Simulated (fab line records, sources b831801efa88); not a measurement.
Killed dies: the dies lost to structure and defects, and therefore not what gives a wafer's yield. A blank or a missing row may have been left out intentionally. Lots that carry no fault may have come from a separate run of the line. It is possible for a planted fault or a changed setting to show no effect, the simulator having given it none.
Matching of chambers :: flow sky130 :: SKY_VIA2_CMP_02 on cmp-02: 4 sister chambers
The step polishes SiO2. 14 wafers are shown with their chamber, then 7 later ones without.

## WAFERS PAIRED WITH THEIR CHAMBERS
wafer: L136.2
chamber: 0
motor_current_A (A): 12.4
head_pressure_psi (psi): 3.999
edge_zone_pressure_frac: 1.004

wafer: L136.3
chamber: 1
motor_current_A (A): 11.9
head_pressure_psi (psi): 4.010
edge_zone_pressure_frac: 1.002

wafer: L136.5
chamber: 1
motor_current_A (A): 11.9
head_pressure_psi (psi): 4.018
edge_zone_pressure_frac: 0.998

wafer: L139.3
chamber: 0
motor_current_A (A): 12.9
head_pressure_psi (psi): 3.994
edge_zone_pressure_frac: 1.001

wafer: L139.4
chamber: 3
motor_current_A (A): 14.0
head_pressure_psi (psi): 3.996
edge_zone_pressure_frac: 0.998

wafer: L139.5
chamber: 1
motor_current_A (A): 11.3
head_pressure_psi (psi): 3.993
edge_zone_pressure_frac: 1.000

wafer: L141.1
chamber: 0
motor_current_A (A): 12.1
head_pressure_psi (psi): 4.009
edge_zone_pressure_frac: 1.003

wafer: L141.3
chamber: 1
motor_current_A (A): 11.9
head_pressure_psi (psi): 4.011
edge_zone_pressure_frac: 0.990

wafer: L141.5
chamber: 0
motor_current_A (A): 12.3
head_pressure_psi (psi): 3.991
edge_zone_pressure_frac: 0.994

wafer: L143.2
chamber: 1
motor_current_A (A): 11.9
head_pressure_psi (psi): 4.005
edge_zone_pressure_frac: 0.999

wafer: L143.5
chamber: 0
motor_current_A (A): 12.2
head_pressure_psi (psi): 4.011
edge_zone_pressure_frac: 0.999

wafer: L143.6
chamber: 3
motor_current_A (A): 13.5
head_pressure_psi (psi): 3.995
edge_zone_pressure_frac: 0.994

wafer: L144.3
chamber: 2
motor_current_A (A): 12.8
head_pressure_psi (psi): 4.023
edge_zone_pressure_frac: 0.998

wafer: L144.4
chamber: 0
motor_current_A (A): 12.7
head_pressure_psi (psi): 3.986
edge_zone_pressure_frac: 0.987

SIGNATURES (averages over the wafers above)
reading: motor_current_A
chamber 0: 12.433
chamber 1: 11.780
chamber 2: 12.800
chamber 3: 13.750
scatter within a chamber: 0.298

reading: head_pressure_psi
chamber 0: 3.99833
chamber 1: 4.00740
chamber 2: 4.02300
chamber 3: 3.99550
scatter within a chamber: 0.00919

reading: edge_zone_pressure_frac
chamber 0: 0.99800
chamber 1: 0.99780
chamber 2: 0.99800
chamber 3: 0.99600
scatter within a chamber: 0.00548
Rule: distance of a wafer from a chamber = root of the sum over the readings of ((wafer's reading minus chamber's mean) / reading's scatter) squared. If the next closest chamber is less than 2 further off than the closest, the wafer can't be placed; otherwise it belongs to the closest. The scatter: the root of (the sum of the squares of (reading less its chamber's mean) over the shown wafers, divided by (wafers less chambers)).

## WAFERS WITHOUT THEIR CHAMBER
wafer: L144.5
motor_current_A (A): 13.5
head_pressure_psi (psi): 4.021
edge_zone_pressure_frac: 0.995

wafer: L154.3
motor_current_A (A): 12.4
head_pressure_psi (psi): 4.004
edge_zone_pressure_frac: 1.003

wafer: L154.4
motor_current_A (A): 11.3
head_pressure_psi (psi): 3.988
edge_zone_pressure_frac: 1.008

wafer: L154.5
motor_current_A (A): 12.7
head_pressure_psi (psi): 4.008
edge_zone_pressure_frac: 0.993

wafer: L155.2
motor_current_A (A): 12.8
head_pressure_psi (psi): 4.007
edge_zone_pressure_frac: 1.000

wafer: L155.3
motor_current_A (A): 11.9
head_pressure_psi (psi): 4.007
edge_zone_pressure_frac: 1.004

wafer: L155.4
motor_current_A (A): 13.9
head_pressure_psi (psi): 3.994
edge_zone_pressure_frac: 1.000

## WHICH CHAMBER EACH ONE RAN IN
wafer: L144.5
from the rows above: can't be placed: 2 or 3 or 0
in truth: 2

wafer: L154.3
from the rows above: can't be placed: 0 or 1 or 2
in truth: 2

wafer: L154.4
from the rows above: can't be placed: 1 or 0
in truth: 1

wafer: L154.5
from the rows above: can't be placed: 0 or 2 or 1
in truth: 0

wafer: L155.2
from the rows above: can't be placed: 0 or 2 or 1 or 3
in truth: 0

wafer: L155.3
from the rows above: can't be placed: 1 or 0
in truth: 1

wafer: L155.4
from the rows above: 3
in truth: 3
Correctly placed: 1 of 7. Unplaceable from these rows: 6, with the true chamber sitting among the candidates in 6. Placed wrongly: 0.
